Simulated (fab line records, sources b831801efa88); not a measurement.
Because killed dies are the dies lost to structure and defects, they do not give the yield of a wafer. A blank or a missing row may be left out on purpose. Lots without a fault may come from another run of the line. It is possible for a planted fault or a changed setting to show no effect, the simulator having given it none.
Chamber matching	flow gf180mcu	GF_SAB_CVD_00 on pecvd-03: 3 sister chambers
The step deposits SiO2 from TEOS, target thk 50 nm, time 4.9302 s. 6 wafers are shown with their chamber, then 11 later ones without.

== WAFERS, EACH WITH ITS CHAMBER ==
wafer	chamber	heater power w (W)
L677.5	0	971
L678.5	2	884
L684.2	2	742
L684.3	1	617
L684.4	0	933
L685.1	1	567

== WAFERS WITH NO CHAMBER GIVEN ==
wafer	heater power w (W)
L685.2	953
L685.3	857
L687.2	888
L687.3	801
L687.5	796
L688.1	510
L688.5	755
L688.6	519
L690.2	587
L690.5	809
L690.6	875

== WHICH CHAMBER EACH WENT THROUGH ==
wafer	from the rows above	in truth
L685.2	0	0
L685.3	can't be placed: 2 or 0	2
L687.2	can't be placed: 0 or 2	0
L687.3	2	2
L687.5	2	2
L688.1	1	1
L688.5	can't be placed: 2 or 1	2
L688.6	1	1
L690.2	1	1
L690.5	2	2
L690.6	can't be placed: 2 or 0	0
Correctly placed: 7 of 11. Unplaceable from these rows: 4, with the true chamber sitting among the candidates in 4. Number placed wrongly: 0.
How it was worked out, from the rows above alone: a wafer's distance from a chamber is the root of the sum, over the readings, of the square of ((its reading less the chamber's mean) divided by the reading's scatter). If the next closest chamber is less than 2 further off than the closest, the wafer can't be placed; otherwise it belongs to the closest. Each chamber's mean is taken over the wafers shown for it. How the scatter is found: for the shown wafers, subtract from each reading the mean of its chamber, square and add these, divide the total by (wafers less chambers), then take the root.
